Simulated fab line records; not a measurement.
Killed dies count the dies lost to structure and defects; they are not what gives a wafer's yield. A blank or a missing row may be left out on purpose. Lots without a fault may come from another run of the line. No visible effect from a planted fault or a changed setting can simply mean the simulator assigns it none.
Struck lot and sound lot, side by side -- flow gf180mcu -- 14 steps out of a route of 602
Sound: these wafers, L407.1, L407.2, L407.5. Wafers L416.1, L416.4, L416.6 were the ones struck. The cause is named last.
Each step with rows lists, per side, the tool, then ch with its chambers, then its first start. Under that, the readings that differ: sound wafers -- struck wafers -- difference of the means -- sigmas: that difference in standard deviations of wafers without a fault.
alike: readings whose means differ by less than 2 such deviations, and words and numbers that are the same on both sides. not compared: withheld readings, readings that some wafer has no value for, bounds like >300 that may hide the same value, and numbers for which the record gives no deviation and whose values overlap.
The two part at a step that has a row with sigmas, a row that says differs or no value, or rows on one side only. When numbers do not overlap yet have no deviation, they are printed without sigmas and do not part them. A reading that every wafer of one side lacks parts them only if that side has two wafers or more.

first, 4 steps without rows for these wafers: GF_DNWELL_EXPOSE_04 (exposes mask DNWELL, target cd 1700 nm); GF_DNWELL_PEB_05; GF_DNWELL_DEVELOP_06 (develop time 60 s); GF_DNWELL_IMPLANT_07.
GF_DNWELL_STRIP_08: strips in O2/N2.
  sound on plasma asher-03 ch 0,1, day 2 20:42; struck on plasma asher-04 ch 0,1, day 4 18:13
reading,sound,struck,difference,sigmas
heater power w (W),350 349 345,387 354 389,+29,+2
  alike: drypump motor current A, oes product au, strip time to endpoint s
  not compared: rf hours counter h
GF_DNWELL_TW_MEAS_09:
  struck on film metro-02, day 4 18:19; sound on film metro-03, day 2 20:48
  alike: DNWELL_TW
then, 6 steps without rows for these wafers: GF_NWELL_DEHYDRATE_00 (time 60 s); GF_NWELL_HMDS_01 (prime time 60 s); GF_NWELL_COAT_02 (resist thk 3000 nm); GF_NWELL_SOFTBAKE_03; GF_NWELL_EXPOSE_04 (exposes mask Nwell, target cd 860 nm); GF_NWELL_PEB_05.
GF_NWELL_DEVELOP_06: develop time 60 s.
  sound on litho track-02 ch 0, day 3 09:00; struck on litho track-02, day 5 08:00
  no value came back on the struck wafers for chill plate temp C (C), develop time s (s), developer temp C (C); on the sound wafers chill plate temp C (C) reads 22.79 22.80 22.80
GF_NWELL_OVL_MEAS_07:
  struck on overlay-01, day 5 08:18; sound on overlay-01, day 3 09:39
reading,sound,struck,difference,sigmas
NWELL_OVL (nm),-1.5 -1.9 -0.2,- - -,no value on the struck wafers,

== WHERE THEY PART ==
At GF_DNWELL_STRIP_08 first; at GF_NWELL_OVL_MEAS_07 last (within this record only).

WHY: what the simulator had put in
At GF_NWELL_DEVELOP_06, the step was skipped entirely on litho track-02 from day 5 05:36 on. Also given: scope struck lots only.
